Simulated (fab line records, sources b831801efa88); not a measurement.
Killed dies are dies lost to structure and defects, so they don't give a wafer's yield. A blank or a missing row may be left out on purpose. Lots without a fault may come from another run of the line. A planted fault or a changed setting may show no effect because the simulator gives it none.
Chamber matching | flow sky130 | SKY_VIA1_CMP_24 on cmp-01: 4 sister chambers
The step polishes, stops on SiO2, t overpolish 15 s, target thk 0 nm. 8 wafers are shown with their chamber, then 12 later ones without.

WAFERS WITH THEIR CHAMBER
wafer  | chamber | motor_current_A (A) | time_to_endpoint_s (s)
L087.2 | 0       | 9.4                 | 66
L087.5 | 3       | 12.8                | 66
L088.3 | 3       | 13.1                | 64
L088.4 | 1       | 11.0                | 65
L088.6 | 1       | 10.8                | 64
L085.2 | 0       | 10.1                | 71
L085.4 | 2       | 12.6                | 64
L085.6 | 2       | 11.7                | 65

WAFERS WITHOUT THEIR CHAMBER
wafer  | motor_current_A (A) | time_to_endpoint_s (s)
L091.4 | 10.8                | 66
L091.5 | 10.4                | 63
L091.6 | 9.9                 | 68
L094.2 | 10.2                | 70
L094.3 | 11.1                | 61
L094.5 | 12.6                | 68
L096.2 | 10.9                | 65
L096.4 | 10.0                | 68
L096.5 | 12.6                | 65
L092.3 | 9.8                 | 69
L092.4 | 11.6                | 63
L092.5 | 9.9                 | 67

WHICH CHAMBER EACH WENT THROUGH
wafer  | from the rows above          | in truth
L091.4 | can't be placed: 1 or 0      | 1
L091.5 | can't be placed: 1 or 0      | 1
L091.6 | 0                            | 0
L094.2 | can't be placed: 0 or 1      | 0
L094.3 | can't be placed: 1 or 2      | 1
L094.5 | can't be placed: 3 or 2      | 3
L096.2 | 1                            | 1
L096.4 | 0                            | 0
L096.5 | can't be placed: 3 or 2      | 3
L092.3 | 0                            | 0
L092.4 | can't be placed: 2 or 1 or 3 | 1
L092.5 | can't be placed: 0 or 1      | 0
Placed correctly: 4 of 12. Can't be placed from these rows: 8 (the true chamber is among the candidates in 8). Placed wrongly: 0.
How it was worked out, from the rows above alone: a wafer's distance from a chamber is the root of the sum, over the readings, of the square of ((its reading less the chamber's mean) divided by the reading's scatter). The wafer belongs to the nearest chamber; if the next one is less than 2 further off, it can't be placed. A chamber's mean is the mean of its shown wafers. The scatter: the root of (the sum of the squares of (reading less its chamber's mean) over the shown wafers, divided by (wafers less chambers)).
